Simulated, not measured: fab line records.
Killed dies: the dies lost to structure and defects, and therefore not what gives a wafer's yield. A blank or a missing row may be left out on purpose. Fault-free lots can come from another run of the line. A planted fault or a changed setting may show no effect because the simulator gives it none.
Which tool was responsible? + flow gf180mcu + 36 wafers from 12 lots sampled at 6 of the route's 602 steps

## WHAT THE GAUGES READ, wafer by wafer
GF_HV_LDD_OVL_MEAS_08. Usual: HV_LDD_OVL 1.1 nm, standard deviation 1.2.
| lot  | measured     | on         | HV_LDD_OVL (nm) | flag |
|------|--------------|------------|-----------------|------|
| L218 | day 10 00:36 | overlay-01 | 1.0 0.3 1.4     |      |
| L219 | day 10 08:02 | overlay-01 | 1.3 3.4 1.6     |      |
| L220 | day 10 15:02 | overlay-01 | 0.9 2.1 1.5     |      |
| L224 | day 11 18:15 | overlay-01 | -0.4 -1.9 0.0   |      |
| L232 | day 14 09:29 | overlay-01 | 1.2 2.0 1.6     |      |
| L233 | day 14 15:16 | overlay-02 | 1.5 0.9 1.9     |      |
| L234 | day 14 22:35 | overlay-02 | -1.0 -1.2 0.8   |      |
| L235 | day 15 05:11 | overlay-01 | 0.5 -0.2 0.0    |      |
| L236 | day 15 10:50 | overlay-02 | 0.1 0.8 0.1     |      |
| L238 | day 16 03:20 | overlay-02 | 1.5 2.1 1.0     |      |
| L240 | day 16 20:26 | overlay-02 | 1.5 -0.3 -2.1   |      |
| L241 | day 17 06:26 | overlay-02 | 2.3 0.4 1.3     |      |

GF_HV_LDD_TW_MEAS_38. Usual: HV_LDD_3_TW 1439, standard deviation 11.
| lot  | measured     | on            | HV_LDD_3_TW    | flag |
|------|--------------|---------------|----------------|------|
| L218 | day 11 13:50 | film_metro-02 | 1431 1425 1428 |      |
| L219 | day 11 22:08 | film_metro-02 | 1538 1528 1535 | OFF  |
| L220 | day 12 05:29 | film_metro-03 | 1556 1564 1547 | OFF  |
| L224 | day 13 10:19 | film_metro-03 | 1439 1438 1437 |      |
| L232 | day 16 06:32 | film_metro-02 | 1436 1434 1433 |      |
| L233 | day 16 11:46 | film_metro-02 | 1427 1421 1426 |      |
| L234 | day 16 19:56 | film_metro-02 | 1432 1427 1420 |      |
| L235 | day 17 03:10 | film_metro-02 | 1431 1441 1447 |      |
| L236 | day 17 08:59 | film_metro-03 | 1453 1451 1445 |      |
| L238 | day 18 03:20 | film_metro-02 | 1434 1428 1433 |      |
| L240 | day 18 21:05 | film_metro-04 | 1432 1435 1442 |      |
| L241 | day 19 07:26 | film_metro-02 | 1435 1431 1431 |      |

GF_HV_LDD_RS_MEAS_53: uses a four-point probe to measure. Usual: HV_LDD_RS 418.5 ohm/sq, standard deviation 0.98.
| lot  | measured     | on            | HV_LDD_RS (ohm/sq) | flag |
|------|--------------|---------------|--------------------|------|
| L218 | day 12 09:38 | film_metro-02 | 418.6 419.1 419.2  |      |
| L219 | day 12 18:05 | film_metro-02 | 399.7 400.4 400.2  | OFF  |
| L220 | day 13 01:44 | film_metro-03 | 400.7 400.7 401.6  | OFF  |
| L224 | day 14 07:08 | film_metro-02 | 419.7 418.7 418.8  |      |
| L232 | day 17 06:02 | film_metro-02 | 418.3 418.1 419.6  |      |
| L233 | day 17 11:28 | film_metro-04 | 417.3 415.7 416.8  |      |
| L234 | day 17 19:34 | film_metro-04 | 419.4 419.2 419.4  |      |
| L235 | day 18 03:38 | film_metro-03 | 418.9 418.2 418.6  |      |
| L236 | day 18 09:26 | film_metro-03 | 420.4 419.6 419.5  |      |
| L238 | day 19 03:51 | film_metro-03 | 419.4 419.4 418.0  |      |
| L240 | day 19 21:14 | film_metro-02 | 417.9 418.8 419.2  |      |
| L241 | day 20 08:30 | film_metro-02 | 417.6 418.1 417.8  |      |

## WHICH TOOL RAN EACH LOT (tool, then ch and the chambers of the sampled wafers, then the start)
| lot  | GF_DUAL_GATE_STRIP_13                | GF_HV_LDD_STRIP_10                   | GF_HV_LDD_IMPLANT_35            |
|------|--------------------------------------|--------------------------------------|---------------------------------|
| L218 | plasma_asher-02 ch 0,1, day 8 07:21  | plasma_asher-02 ch 0, day 10 00:47   | implanter-04 ch 0, day 11 13:26 |
| L219 | plasma_asher-04 ch 0,1, day 8 14:00  | plasma_asher-04 ch 0,1, day 10 08:13 | implanter-01 ch 0, day 11 21:26 |
| L220 | plasma_asher-02 ch 0,1, day 8 21:33  | plasma_asher-01 ch 0,1, day 10 15:13 | implanter-01 ch 0, day 12 04:46 |
| L224 | plasma_asher-03 ch 0,1, day 10 00:08 | plasma_asher-04 ch 0,1, day 11 18:26 | implanter-04 ch 0, day 13 09:55 |
| L232 | plasma_asher-04 ch 1, day 12 12:38   | plasma_asher-04 ch 0,1, day 14 09:40 | implanter-02 ch 0, day 16 06:08 |
| L233 | plasma_asher-03 ch 0,1, day 12 16:42 | plasma_asher-01 ch 0,1, day 14 15:28 | implanter-01 ch 0, day 16 11:20 |
| L234 | plasma_asher-04 ch 0,1, day 12 21:45 | plasma_asher-01 ch 0,1, day 14 22:47 | implanter-01 ch 0, day 16 19:34 |
| L235 | plasma_asher-04 ch 0,1, day 13 05:46 | plasma_asher-01 ch 0,1, day 15 05:22 | implanter-01 ch 0, day 17 02:46 |
| L236 | plasma_asher-02 ch 0,1, day 13 11:56 | plasma_asher-04 ch 0,1, day 15 11:01 | implanter-04 ch 0, day 17 08:37 |
| L238 | plasma_asher-04 ch 0,1, day 14 03:14 | plasma_asher-04 ch 0,1, day 16 03:31 | implanter-04 ch 0, day 18 02:56 |
| L240 | plasma_asher-03 ch 0, day 14 19:01   | plasma_asher-01 ch 0,1, day 16 20:37 | implanter-02 ch 0, day 18 20:41 |
| L241 | plasma_asher-04 ch 0,1, day 15 03:14 | plasma_asher-02 ch 0,1, day 17 06:37 | implanter-02 ch 0, day 19 07:04 |
- GF_DUAL_GATE_STRIP_13: strips in O2/N2.
- GF_HV_LDD_STRIP_10: strips in O2/N2.
- GF_HV_LDD_IMPLANT_35

## WHAT THE TOOLS THEMSELVES READ (means of the sampled wafers that have a number; where no wafer has one, the mark that the record gives instead)
GF_DUAL_GATE_STRIP_13. Usual: drypump_motor_current_A 5.5 A, standard deviation 0.44; heater_power_w 320 W, standard deviation 11; oes_product_au 0.716 a.u., standard deviation 0.0044; strip_time_to_endpoint_s 12.642 s, standard deviation 0.029.
| lot  | tool            | drypump_motor_current_A (A) | heater_power_w (W) | oes_product_au (a.u.) | strip_time_to_endpoint_s (s) | flag |
|------|-----------------|-----------------------------|--------------------|-----------------------|------------------------------|------|
| L218 | plasma_asher-02 | 5.6                         | 319                | 0.715                 | 12.614                       |      |
| L219 | plasma_asher-04 | 5.3                         | 322                | 0.714                 | 12.617                       |      |
| L220 | plasma_asher-02 | 5.6                         | 319                | 0.713                 | 12.648                       |      |
| L224 | plasma_asher-03 | 5.7                         | 337                | 0.717                 | 12.628                       |      |
| L232 | plasma_asher-04 | 4.8                         | 306                | 0.717                 | 12.625                       |      |
| L233 | plasma_asher-03 | 5.7                         | 332                | 0.717                 | 12.662                       |      |
| L234 | plasma_asher-04 | 5.0                         | 311                | 0.715                 | 12.683                       |      |
| L235 | plasma_asher-04 | 5.0                         | 306                | 0.714                 | 12.666                       |      |
| L236 | plasma_asher-02 | 5.8                         | 314                | 0.721                 | 12.644                       |      |
| L238 | plasma_asher-04 | 5.3                         | 314                | 0.715                 | 12.656                       |      |
| L240 | plasma_asher-03 | 6.1                         | 322                | 0.723                 | 12.621                       |      |
| L241 | plasma_asher-04 | 5.0                         | 313                | 0.713                 | 12.628                       |      |

GF_HV_LDD_STRIP_10. Usual: drypump_motor_current_A 5.3 A, standard deviation 0.35; heater_power_w 331 W, standard deviation 22; oes_product_au 0.716 a.u., standard deviation 0.0048; strip_time_to_endpoint_s 12.64 s, standard deviation 0.041.
| lot  | tool            | drypump_motor_current_A (A) | heater_power_w (W) | oes_product_au (a.u.) | strip_time_to_endpoint_s (s) | flag |
|------|-----------------|-----------------------------|--------------------|-----------------------|------------------------------|------|
| L218 | plasma_asher-02 | 5.4                         | 316                | 0.718                 | 12.66                        |      |
| L219 | plasma_asher-04 | 5.3                         | 317                | 0.716                 | 12.68                        |      |
| L220 | plasma_asher-01 | 5.1                         | 361                | 0.711                 | 12.70                        |      |
| L224 | plasma_asher-04 | 5.1                         | 311                | 0.712                 | 12.64                        |      |
| L232 | plasma_asher-04 | 5.3                         | 315                | 0.713                 | 12.63                        |      |
| L233 | plasma_asher-01 | 5.1                         | 361                | 0.716                 | 12.62                        |      |
| L234 | plasma_asher-01 | 5.1                         | 360                | 0.722                 | 12.64                        |      |
| L235 | plasma_asher-01 | 5.2                         | 357                | 0.714                 | 12.59                        |      |
| L236 | plasma_asher-04 | 5.3                         | 320                | 0.719                 | 12.63                        |      |
| L238 | plasma_asher-04 | 5.0                         | 308                | 0.722                 | 12.60                        |      |
| L240 | plasma_asher-01 | 5.2                         | 355                | 0.715                 | 12.67                        |      |
| L241 | plasma_asher-02 | 5.8                         | 314                | 0.713                 | 12.73                        |      |

## THE ANSWER, worked out from the rows above alone
Rule: lot off if the mean of its wafers having a number is beyond 3 standard deviations from the usual mean. Also off: a lot with no number at a reading for which 4 or more lots have one. Any other lot the step has rows for is counted as sound. Order of review: gauges by route order, followed by the tools' own readings, for which a lot's mean as printed above is used. At the first step where some lot is off, the reading lying furthest off is the one used; lots without a number count as furthest.
Off: L219, L220, at GF_HV_LDD_TW_MEAS_38 (HV_LDD_3_TW).
A tool fits if, at a process step before that reading, it ran every lot that is off, and no sound lot after the first of them. Those tools and the gauges at GF_HV_LDD_TW_MEAS_38 are tried in the same way. None of those tried fits.

## WHAT WAS PUT IN BY THE SIMULATOR
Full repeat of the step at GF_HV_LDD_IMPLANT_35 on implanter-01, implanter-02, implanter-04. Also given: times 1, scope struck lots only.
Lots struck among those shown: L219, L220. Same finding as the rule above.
